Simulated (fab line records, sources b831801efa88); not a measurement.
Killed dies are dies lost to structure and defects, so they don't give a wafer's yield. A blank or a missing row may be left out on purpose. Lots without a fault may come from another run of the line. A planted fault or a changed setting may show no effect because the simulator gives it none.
Which tool did it? | flow gf180mcu | 6 lots, 18 wafers sampled, at 4 steps of a route of 602

WHAT THE GAUGES READ, wafer by wafer
GF_M4_CD_MEAS_14: target cd 280 nm.
lot  | measured     | on        | cd_nm (nm)
L827 | day 24 15:24 | cd_sem-02 | 280.9 280.2 280.6
L829 | day 25 04:23 | cd_sem-02 | 279.6 280.3 280.1
L832 | day 26 00:43 | cd_sem-02 | 252.8 278.5 252.2 253.1 278.2 252.1
L842 | day 29 05:14 | cd_sem-02 | 279.6 279.5 279.5
L846 | day 30 04:38 | cd_sem-01 | 280.8 280.5 279.9
L848 | day 31 00:49 | cd_sem-01 | 281.4 281.5 283.3

WHICH TOOL RAN EACH LOT (tool, then ch and the chambers of the sampled wafers, then the start)
lot  | GF_V3_CMP_04                  | GF_V3_ETCH_17                                 | GF_M4_EXPOSE_11
L827 | cmp-01 ch 1,3, day 22 16:10   | rie_diel-01 ch 2,3, day 24 04:03 or earlier   | krf_scanner-01 ch 0, day 24 04:03
L829 | cmp-01 ch 0,1,3, day 23 05:23 | rie_diel-03 ch 0,1, day 24 17:47 or earlier   | krf_scanner-02 ch 0, day 24 17:47
L832 | cmp-02 ch 0,3, day 24 04:20   | rie_diel-03 ch 0,1,2, day 25 14:49 or earlier | krf_scanner-02 ch 0, day 25 14:49
L842 | cmp-01 ch 2,3, day 27 11:58   | rie_diel-02 ch 1,3, day 28 19:49 or earlier   | krf_scanner-02 ch 0, day 28 19:49
L846 | cmp-02 ch 0,1,2, day 28 12:19 | rie_diel-03 ch 1,2, day 29 19:30 or earlier   | krf_scanner-02 ch 0, day 29 19:30
L848 | cmp-01 ch 1,2, day 29 09:45   | rie_diel-03 ch 0,1,3, day 30 15:59 or earlier | krf_scanner-02 ch 0, day 30 15:59
- GF_V3_CMP_04: polishes SiO2.
- GF_V3_ETCH_17: etches SiO2 in C4F8/O2/Ar, stops on TiN, target depth 635 nm.
- GF_M4_EXPOSE_11: exposes mask Metal4, target cd 280 nm.

THE ANSWER, worked out from the rows above alone
Rule: what is usual is taken from the lots themselves. Put in order of their means at a reading, lots are off if they are a third of the lots or fewer, leave a main group of 4 or more, and stand apart from it by a gap of 3 or more times the standard deviation of the main group's means; of several such gaps the widest counts. A main group whose means are all the same, to the digits that the tables above print for the reading, isn't used. A lot without any number at a reading at which 4 lots or more have one is off too. The other lots that the step has rows for count as sound.
Off: L832, at GF_M4_CD_MEAS_14 (cd_nm). The main group: mean 280.5 nm, standard deviation 0.85.
A tool fits if, at a process step before that reading, it ran every lot that is off, and no sound lot after the first of them. The gauges at GF_M4_CD_MEAS_14 are tried like those tools. GF_V3_ETCH_17 gives no start for some lots, so the hours and the order of its lots are those of GF_M4_EXPOSE_11. None of those tried fits.

WHAT THE SIMULATOR HAD PUT IN
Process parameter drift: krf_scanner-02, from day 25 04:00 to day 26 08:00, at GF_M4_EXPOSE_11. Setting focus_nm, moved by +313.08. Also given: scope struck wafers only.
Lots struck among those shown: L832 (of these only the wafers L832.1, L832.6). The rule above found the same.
